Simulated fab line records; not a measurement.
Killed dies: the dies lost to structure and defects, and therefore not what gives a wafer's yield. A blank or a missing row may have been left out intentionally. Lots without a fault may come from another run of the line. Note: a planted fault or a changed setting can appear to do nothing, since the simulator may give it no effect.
Split-lot experiment | flow gf180mcu | 5 lots, 23 wafers read, on a route of 602 steps

== ON THE SPLIT ==
At GF_HV_LDD_DEVELOP_06 (develop time 60 s), the setting develop-time-s was moved away from the recipe's 60 s on 7 of the 23 wafers read, by +4.5% to +14.4%. The other wafers ran this setting at the recipe's value.

Split to reading: the file shows no intervening step.

== THE READING ==
cd-nm at GF_HV_LDD_CD_MEAS_07, given in nm (cd target 400 nm). Typical for fault-free wafers on this fab line: 401.2 nm, with standard deviation 1.8 nm.

wafer  | tool, chamber at the split | develop-time-s as run, s | against the recipe | cd-nm, nm | against lot-mates on the recipe
L074.1 | litho-track-04, 0          | 60                       | recipe             | 400.0     | -
L074.2 | litho-track-04, 0          | 60                       | recipe             | 400.8     | -
L074.3 | litho-track-04, 0          | 60                       | recipe             | 400.4     | -
L074.4 | litho-track-04, 0          | 60                       | recipe             | 400.1     | -
L074.6 | litho-track-04, 0          | 60                       | recipe             | 401.9     | -
L075.1 | litho-track-01, 0          | 60                       | recipe             | 402.8     | -
L075.2 | litho-track-01, 0          | 60                       | recipe             | 405.6     | -
L075.3 | litho-track-01, 0          | 62.72                    | +4.5%              | 409.3     | +5.4
L075.5 | litho-track-01, 0          | 60                       | recipe             | 403.2     | -
L075.6 | litho-track-01, 0          | 62.72                    | +4.5%              | 409.6     | +5.7
L077.1 | litho-track-01, 0          | 60                       | recipe             | 400.2     | -
L077.2 | litho-track-01, 0          | 60                       | recipe             | 398.4     | -
L077.4 | litho-track-01, 0          | 68.64                    | +14.4%             | 410.3     | +11.9
L077.5 | litho-track-01, 0          | 60                       | recipe             | 396.7     | -
L077.6 | litho-track-01, 0          | 68.64                    | +14.4%             | 413.2     | +14.8
L080.1 | litho-track-01, 0          | 60                       | recipe             | 400.6     | -
L080.3 | litho-track-01, 0          | 60                       | recipe             | 401.3     | -
L080.5 | litho-track-01, 0          | 60                       | recipe             | 400.2     | -
L081.1 | litho-track-01, 0          | 63.99                    | +6.7%              | 404.4     | +3.3
L081.2 | litho-track-01, 0          | 63.99                    | +6.7%              | 408.6     | +7.5
L081.3 | litho-track-01, 0          | 63.99                    | +6.7%              | 408.2     | +7.1
L081.4 | litho-track-01, 0          | 60                       | recipe             | 401.2     | -
L081.6 | litho-track-01, 0          | 60                       | recipe             | 401.0     | -

FIT RESULTS
A straight line over all 23 wafers: cd-nm changes by +0.833 nm for each +1% of develop-time-s; r = +0.85; the points scatter about the line by 2.4 nm.
The same after taking each lot's own level away (the mean of its wafers on the recipe; 23 wafers): +0.932 nm for each +1%; r = +0.96; scatter 1.2 nm.
According to that fit, moving develop-time-s by its largest amount changes the reading by 13 nm.
Measured against the standard deviation above, the lots' own levels, which go from 398.43 to 403.87 nm, span 3.0 times it.
So the slope is not independent of the lot-to-lot level: the two fits are not the same.
Check: for one of the wafers moved furthest among these (+14.4%), held out of the fit, the line's prediction against its lot-mates is +14.4 nm. Against them it came out at +11.9 nm.

== THE OTHER SPLITS THESE WAFERS WENT THROUGH ==
Before the reading, these wafers also passed through other splits. Each is held against what the fit with the lots' levels taken away leaves over:
other split on the same wafers   | wafers away from the commonest value | r with cd-nm (lot level and that fit taken away)
GF_POLY_GATE_OXIDATION_16 temp-c | 15                                   | +0.19

== THE FILE'S OWN FIT ==
cd-nm changes by +0.947 nm for each +1% of develop-time-s, r = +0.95.
